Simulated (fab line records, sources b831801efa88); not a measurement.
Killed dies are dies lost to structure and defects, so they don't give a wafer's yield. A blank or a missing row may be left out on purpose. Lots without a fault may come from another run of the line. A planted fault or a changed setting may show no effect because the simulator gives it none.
Which tool did it? | flow gf180mcu | 12 lots, 36 wafers sampled, at 5 steps of a route of 602

WHAT THE GAUGES READ, wafer by wafer
GF_NWELL_OVL_MEAS_07. Usual: NWELL_OVL 0.2 nm, standard deviation 1.5.
lot  | measured    | on         | NWELL_OVL (nm) | flag
L715 | day 3 07:53 | overlay-02 | -1.5 -2.2 -0.4 |
L716 | day 3 13:12 | overlay-02 | 1.3 1.9 -0.8   |
L717 | day 3 17:20 | overlay-01 | -2.7 -3.1 -1.3 |
L721 | day 4 16:18 | overlay-02 | - 4.0 -        |
L723 | day 5 03:52 | overlay-01 | - 0.0 1.6      |
L727 | day 6 02:34 | overlay-02 | 0.8 0.5 0.9    |
L732 | day 7 02:13 | overlay-01 | -0.3 0.7 -0.3  |
L733 | day 7 08:55 | overlay-02 | 0.9 0.7 -2.2   |
L735 | day 7 22:01 | overlay-01 | 1.0 0.2 0.7    |
L736 | day 8 07:55 | overlay-01 | 1.1 1.9 1.5    |
L737 | day 8 14:25 | overlay-02 | 0.5 -0.5 0.9   |
L738 | day 8 20:28 | overlay-01 | 0.2 -0.3 0.9   |

GF_VT_IMPLANT_OVL_MEAS_18. Usual: VT_IMPLANT_01_OVL 1.2 nm, standard deviation 1.8.
lot  | measured     | on         | VT_IMPLANT_01_OVL (nm) | flag
L715 | day 6 07:58  | overlay-01 | 1.1 1.0 3.3            |
L716 | day 6 14:39  | overlay-02 | 0.4 1.0 2.0            |
L717 | day 6 16:31  | overlay-02 | 1.0 -0.2 0.4           |
L721 | day 7 19:29  | overlay-02 | -2.5 -3.3 -2.1         |
L723 | day 8 08:28  | overlay-02 | 0.1 0.5 -0.7           |
L727 | day 9 12:03  | overlay-02 | 2.2 1.3 2.3            |
L732 | day 10 17:05 | overlay-01 | 2.2 1.0 1.3            |
L733 | day 11 00:41 | overlay-01 | 3.3 3.8 3.8            |
L735 | day 11 15:50 | overlay-01 | 1.9 2.7 2.6            |
L736 | day 12 02:29 | overlay-01 | 0.1 0.7 1.0            |
L737 | day 12 09:31 | overlay-02 | 1.7 2.1 3.5            |
L738 | day 12 15:50 | overlay-01 | -1.8 -0.8 -2.4         |

GF_SALICIDE_THK_MEAS_05: measures by xrf. Usual: SALICIDE_TIN_THK 19.75 nm, standard deviation 0.24.
lot  | measured     | on            | SALICIDE_TIN_THK (nm) | flag
L715 | day 15 06:49 | film_metro-03 | 20.00 19.88 20.02     |
L716 | day 15 15:20 | film_metro-01 | 19.89 19.96 19.94     |
L717 | day 15 20:01 | film_metro-01 | 19.83 20.02 20.06     |
L721 | day 17 04:34 | film_metro-03 | 19.87 19.76 19.92     |
L723 | day 18 02:08 | film_metro-01 | 19.59 19.72 19.45     |
L727 | day 19 15:08 | film_metro-01 | 19.43 19.77 19.20     |
L732 | day 21 07:50 | film_metro-01 | 19.68 19.67 19.48     |
L733 | day 21 16:23 | film_metro-01 | 19.43 19.62 19.64     |
L735 | day 22 13:01 | film_metro-04 | 19.77 19.63 19.66     |
L736 | day 22 20:19 | film_metro-04 | 20.08 19.71 20.01     |
L737 | day 23 08:51 | film_metro-01 | 19.43 19.23 19.55     |
L738 | day 23 17:04 | film_metro-04 | 19.58 19.62 19.49     |

WHICH TOOL RAN EACH LOT (tool, then ch and the chambers of the sampled wafers, then the start)
lot  | GF_DNWELL_STRIP_08                  | GF_NWELL_DEVELOP_06
L715 | plasma_asher-03 ch 1, day 2 19:20   | litho_track-02 ch 0, day 3 07:00
L716 | plasma_asher-01 ch 0,1, day 2 23:44 | litho_track-01 ch 0, day 3 13:00
L717 | plasma_asher-03 ch 0,1, day 3 04:38 | litho_track-02 ch 0, day 3 17:00
L721 | plasma_asher-03 ch 0,1, day 4 02:35 | litho_track-01 ch 0, day 4 16:00
L723 | plasma_asher-03 ch 0,1, day 4 14:27 | litho_track-01 ch 0, day 5 03:00
L727 | plasma_asher-01 ch 0,1, day 5 12:31 | litho_track-04 ch 0, day 6 02:00
L732 | plasma_asher-04 ch 0,1, day 6 11:08 | litho_track-04 ch 0, day 7 02:00
L733 | plasma_asher-04 ch 0, day 6 17:01   | litho_track-04 ch 0, day 7 08:00
L735 | plasma_asher-04 ch 0,1, day 7 05:26 | litho_track-04 ch 0, day 7 21:00
L736 | plasma_asher-03 ch 0,1, day 7 16:01 | litho_track-01 ch 0, day 8 07:00
L737 | plasma_asher-03 ch 1, day 7 21:47   | litho_track-04 ch 0, day 8 14:00
L738 | plasma_asher-04 ch 0,1, day 8 02:52 | litho_track-04 ch 0, day 8 20:00
- GF_DNWELL_STRIP_08: strips in O2/N2.
- GF_NWELL_DEVELOP_06: develop time 60 s.

WHAT THE TOOLS THEMSELVES READ (means of the sampled wafers that have a number; where no wafer has one, the mark that the record gives instead)
GF_DNWELL_STRIP_08. Usual: chamber_pressure_mTorr 1499.9 mTorr, standard deviation 1.3; drypump_motor_current_A 5.86 A, standard deviation 0.27; heater_power_w 318 W, standard deviation 28; oes_product_au 0.723 a.u., standard deviation 0.0043; strip_time_to_endpoint_s 36.94 s, standard deviation 0.084.
lot  | tool            | chamber_pressure_mTorr (mTorr) | drypump_motor_current_A (A) | heater_power_w (W) | oes_product_au (a.u.) | strip_time_to_endpoint_s (s) | flag
L715 | plasma_asher-03 | 1501.3                         | 5.75                        | 329                | 0.723                 | 36.96                        |
L716 | plasma_asher-01 | 1499.0                         | 5.85                        | 329                | 0.720                 | 36.92                        |
L717 | plasma_asher-03 | 1500.7                         | 5.98                        | 288                | 0.720                 | 36.96                        |
L721 | plasma_asher-03 | 1500.8                         | 5.97                        | 289                | 0.721                 | 36.87                        |
L723 | plasma_asher-03 | 1499.2                         | 6.00                        | 292                | 0.721                 | 36.98                        |
L727 | plasma_asher-01 | 1500.1                         | 5.83                        | 327                | 0.721                 | 36.94                        |
L732 | plasma_asher-04 | 1498.6                         | 5.97                        | 325                | 0.724                 | 36.99                        |
L733 | plasma_asher-04 | 1501.4                         | 6.25                        | 317                | 0.725                 | 37.05                        |
L735 | plasma_asher-04 | 1500.2                         | 5.97                        | 328                | 0.724                 | 36.77                        |
L736 | plasma_asher-03 | 1498.9                         | 5.87                        | 311                | 0.723                 | 37.00                        |
L737 | plasma_asher-03 | 1500.2                         | 5.74                        | 330                | 0.717                 | 36.83                        |
L738 | plasma_asher-04 | 1500.8                         | 5.96                        | 322                | 0.723                 | 36.91                        |

THE ANSWER, worked out from the rows above alone
Rule: a lot is off if the mean of its wafers that have a number lies more than 3 standard deviations from the usual mean. A lot without any number at a reading at which 4 lots or more have one is off too. The other lots that the step has rows for count as sound. The gauges are gone through in route order, then the tools' own readings, and for those a lot's mean is taken as printed above. The first step at which some lot is off is used, and at that step the reading that is off furthest; a lot without a number counts as furthest.
No lot is off at any reading shown: from this, nothing can be told.

WHAT THE SIMULATOR HAD PUT IN
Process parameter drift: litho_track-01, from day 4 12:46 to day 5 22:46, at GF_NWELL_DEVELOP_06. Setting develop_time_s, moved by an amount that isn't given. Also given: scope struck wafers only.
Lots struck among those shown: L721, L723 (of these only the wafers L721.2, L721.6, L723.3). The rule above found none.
